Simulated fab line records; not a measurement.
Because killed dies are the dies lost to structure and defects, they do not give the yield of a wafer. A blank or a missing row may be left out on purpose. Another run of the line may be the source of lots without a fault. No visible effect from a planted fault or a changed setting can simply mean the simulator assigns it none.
Chamber matching -- flow gf180mcu -- GF_V4_CMP_04 on cmp-01: 4 sister chambers
The step polishes SiO2. 4 wafers are shown with their chamber, then 12 later ones without.

## EACH WAFER AND ITS CHAMBER
wafer,chamber,motor_current_A (A)
L088.2,1,9.1
L092.2,3,12.2
L092.3,0,13.1
L092.6,2,10.9

## WAFERS WHOSE CHAMBER IS MISSING
wafer,motor_current_A (A)
L093.4,12.8
L093.5,11.4
L093.6,12.2
L095.3,9.5
L095.5,12.3
L095.6,12.4
L097.2,10.6
L097.3,9.7
L097.4,12.8
L097.1,11.7
L097.5,12.7
L097.6,9.5

## WHICH CHAMBER EACH ONE RAN IN
wafer,from the rows above,in truth
L093.4,can't be placed: 0 or 3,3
L093.5,can't be placed: 2 or 3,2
L093.6,3,3
L095.3,1,1
L095.5,can't be placed: 3 or 0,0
L095.6,can't be placed: 3 or 0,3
L097.2,2,2
L097.3,can't be placed: 1 or 2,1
L097.4,can't be placed: 0 or 3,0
L097.1,can't be placed: 3 or 2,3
L097.5,can't be placed: 0 or 3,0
L097.6,1,1
4 of 12 placed correctly. These rows do not allow placing 8 (true chamber among the candidates in 8). 0 placed wrongly.
How it was worked out, from the rows above alone: a wafer's distance from a chamber is the root of the sum, over the readings, of the square of ((its reading less the chamber's mean) divided by the reading's scatter). The wafer belongs to the nearest chamber; if the next one is less than 2 further off, it can't be placed. The mean given for a chamber averages the wafers shown for that chamber. The scatter: with one shown wafer a chamber, the root of the mean of the squares of how far each hidden wafer lies from its nearest shown one.
